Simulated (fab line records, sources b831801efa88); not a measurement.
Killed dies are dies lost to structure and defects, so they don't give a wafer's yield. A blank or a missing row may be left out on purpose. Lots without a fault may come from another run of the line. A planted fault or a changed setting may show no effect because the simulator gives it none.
Which tool did it? | flow sky130 | 11 lots, 33 wafers sampled, at 2 steps of a route of 708

WHAT THE GAUGES READ, wafer by wafer
SKY_CAP2M_THK_MEAS_04: measures by xrf. Usual: CAP2M_TIN_THK 195.0 nm, standard deviation 2.5.
lot  | measured     | on            | CAP2M_TIN_THK (nm) | flag
L414 | day 39 23:51 | film_metro-04 | 191.0 195.1 198.0  |
L415 | day 40 12:00 | film_metro-01 | 199.2 196.0 194.8  |
L416 | day 40 16:29 | film_metro-01 | 195.7 193.6 192.7  |
L418 | day 40 23:43 | film_metro-02 | 191.8 191.2 193.7  |
L419 | day 41 13:02 | film_metro-04 | 191.9 191.6 191.7  |
L423 | day 42 13:58 | film_metro-04 | 195.3 197.1 199.4  |
L424 | day 43 00:04 | film_metro-02 | 197.2 194.8 193.7  |
L426 | day 43 07:04 | film_metro-02 | 195.8 196.7 197.9  |
L432 | day 44 19:50 | film_metro-01 | 192.3 194.4 195.7  |
L434 | day 45 11:17 | film_metro-02 | 192.2 194.5 191.7  |
L437 | day 46 04:47 | film_metro-01 | 192.7 195.1 190.3  |

SKY_VIA4_BOW_MEAS_03. Usual: VIA4_BOW 80 um, standard deviation 8.4.
lot  | measured     | on            | VIA4_BOW (um) | flag
L414 | day 42 01:33 | film_metro-04 | 78 88 78      |
L415 | day 42 12:50 | film_metro-03 | 95 89 77      |
L416 | day 42 17:35 | film_metro-01 | 90 76 78      |
L418 | day 43 01:13 | film_metro-03 | 74 77 67      |
L419 | day 43 13:31 | film_metro-01 | 74 82 93      |
L423 | day 44 16:20 | film_metro-04 | 66 84 75      |
L424 | day 44 23:33 | film_metro-04 | 80 83 68      |
L426 | day 45 05:07 | film_metro-03 | 75 77 81      |
L432 | day 46 16:20 | film_metro-03 | 79 80 74      |
L434 | day 47 06:35 | film_metro-04 | 82 81 82      |
L437 | day 47 23:29 | film_metro-01 | 100 94 81     |

WHICH TOOL RAN EACH LOT (tool, then ch and the chambers of the sampled wafers, then the start)
The record holds no process step before these readings.

WHAT THE TOOLS THEMSELVES READ (means of the sampled wafers that have a number; where no wafer has one, the mark that the record gives instead)
The record holds no such reading with a usual standard deviation.

THE ANSWER, worked out from the rows above alone
Rule: a lot is off if the mean of its wafers that have a number lies more than 3 standard deviations from the usual mean. A lot without any number at a reading at which 4 lots or more have one is off too. The other lots that the step has rows for count as sound. The gauges are gone through in route order, then the tools' own readings, and for those a lot's mean is taken as printed above. The first step at which some lot is off is used, and at that step the reading that is off furthest; a lot without a number counts as furthest.
No lot is off at any reading shown: from this, nothing can be told.

WHAT THE SIMULATOR HAD PUT IN
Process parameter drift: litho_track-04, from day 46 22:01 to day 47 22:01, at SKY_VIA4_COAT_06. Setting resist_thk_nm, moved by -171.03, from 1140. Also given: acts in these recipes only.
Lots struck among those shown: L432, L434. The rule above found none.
